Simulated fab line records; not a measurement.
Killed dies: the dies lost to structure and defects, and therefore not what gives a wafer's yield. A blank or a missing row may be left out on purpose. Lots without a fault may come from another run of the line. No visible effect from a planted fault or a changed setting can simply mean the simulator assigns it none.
What tool caused it? :: flow sky130 :: route of 708 steps, sampled at 1 step: 11 lots, 33 wafers

WHAT EACH GAUGE READ, for each wafer
SKY_METAL1_CD_MEAS_15: target cd 140 nm.
lot: L945
measured: day 32 15:59
on: cdSem-02
cdNm (nm): 142.5 141.5 142.0

lot: L946
measured: day 32 18:16
on: cdSem-01
cdNm (nm): 142.1 140.4 141.7

lot: L951
measured: day 35 04:51
on: cdSem-01
cdNm (nm): 142.4 142.2 140.6

lot: L954
measured: day 35 13:32
on: cdSem-02
cdNm (nm): 136.3 135.2 136.5

lot: L956
measured: day 36 11:49
on: cdSem-02
cdNm (nm): 140.6 141.2 140.9

lot: L957
measured: day 36 16:34
on: cdSem-02
cdNm (nm): 143.6 141.3 140.2

lot: L961
measured: day 38 02:34
on: cdSem-01
cdNm (nm): 139.6 138.7 138.8

lot: L963
measured: day 38 20:35
on: cdSem-02
cdNm (nm): 138.3 136.5 138.5

lot: L964
measured: day 39 02:13
on: cdSem-02
cdNm (nm): 138.6 137.4 139.2

lot: L967
measured: day 39 17:21
on: cdSem-02
cdNm (nm): 138.6 138.9 137.2

lot: L968
measured: day 39 21:43
on: cdSem-01
cdNm (nm): 139.9 139.6 139.8

EACH LOT AND THE TOOL THAT RAN IT (in order: tool; ch and the chambers of the sampled wafers; start)
There is no process step in the record ahead of these readings.

THE ANSWER, worked out from the rows above alone
Rule: usual is defined by the lots themselves. The widest of any qualifying gaps counts: lots, ordered by their means at a reading, are off when they make up no more than a third of the lots, leave a main group of 4 or more, and stand apart from it by 3 or more times the standard deviation of that group's means. The tables above print the reading to a certain number of digits; a main group whose means all agree to those digits is not used. A lot without any number at a reading at which 4 lots or more have one is off too. All remaining lots with rows at the step are treated as sound.
No lot is off at any reading shown: from this, nothing can be told.

WHAT HAD BEEN PUT IN BY THE SIMULATOR
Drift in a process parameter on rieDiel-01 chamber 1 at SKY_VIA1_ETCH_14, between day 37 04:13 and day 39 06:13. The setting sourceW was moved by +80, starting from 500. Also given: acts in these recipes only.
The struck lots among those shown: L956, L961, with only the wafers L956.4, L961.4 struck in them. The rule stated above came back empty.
